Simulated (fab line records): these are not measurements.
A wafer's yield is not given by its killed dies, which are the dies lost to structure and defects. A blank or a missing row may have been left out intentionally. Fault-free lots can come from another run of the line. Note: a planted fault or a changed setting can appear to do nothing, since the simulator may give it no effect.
2 desks, one fault -- flow sky130 -- what lay behind the numbers comes last; until then each desk has only its own

TOOL OWNER'S DESK, pecvd-01
The tool's own readings at SKY_PASSIVATION_CVD_02 (deposits Si3N4, target thk 540 nm): means of the sampled wafers that have a number, for each lot that ran on this tool. The brackets show how far a lot's mean lies from the usual mean; more than 4 standard deviations puts the lot out of limits, marked OUT.
Columns: A = heater power outer w at SKY_PASSIVATION_CVD_02, usual 406 W; B = heater power w at SKY_PASSIVATION_CVD_02, usual 695 W
lot,first seen here,A,B
L498,day 46 07:49,330,590
L497,day 46 09:37,347,603
L499,day 46 10:49,341,598
L500,day 46 22:09,357,624
L510,day 50 07:22,362,634
Finding of this desk: none of the 5 lots has anything out of limits.

METROLOGY DESK
Means of the sampled wafers that have a number, per lot and without regard to the tool the lot ran on: this is what the gauges read. The brackets show how far a lot's mean lies from the usual mean; more than 4 standard deviations puts the lot out of limits, marked OUT.
Columns: A = VIA4_HDPCVD_THK at SKY_VIA4_THK_MEAS_01, usual 1754 nm; B = PASSIVATION_CVD_02_THK at SKY_PASSIVATION_THK_MEAS_03, usual 538 nm; C = PAD_OPEN_BOW at SKY_PAD_OPEN_BOW_MEAS_13, usual 48 um
lot,first seen here,A,B,C
L489,day 42 17:21,1748,538,54
L491,day 42 18:04,1751,530,50
L495,day 44 06:38,1745,533,48
L498,day 44 10:52,1754,546,50
L497,day 44 11:49,1758,538,43
L499,day 44 13:02,1765,440 (-16) OUT,41
L500,day 45 02:05,1746,448 (-14) OUT,44
L503,day 45 18:13,1780,541,50
L504,day 46 05:33,1747,539,50
L509,day 47 22:22,1765,537,59
L510,day 48 19:56,1743,531,42
This desk's result: L499, L500 out of limits, first on L499 (PASSIVATION_CVD_02_THK at SKY_PASSIVATION_THK_MEAS_03), day 46 11:03. L489, L491, L495, L498, L497, L503, L504, L509, L510 stayed within limits.

PUT TOGETHER
Metrology desk: alarm possible at day 46 11:03 on L499, L500.
Nothing out of limits was seen by the tool owner's desk.
Tool owner's desk: L499, L500 on record, inside its limits.
Of the lots named, all ran SKY_PASSIVATION_CVD_02 on pecvd-01.

WHAT WAS PUT IN BY THE SIMULATOR
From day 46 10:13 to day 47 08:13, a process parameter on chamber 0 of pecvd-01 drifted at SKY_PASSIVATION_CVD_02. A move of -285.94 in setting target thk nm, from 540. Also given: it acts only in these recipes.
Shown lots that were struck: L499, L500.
Hours from the fault's start to each desk's first reading out of limits: the metrology desk, 1.
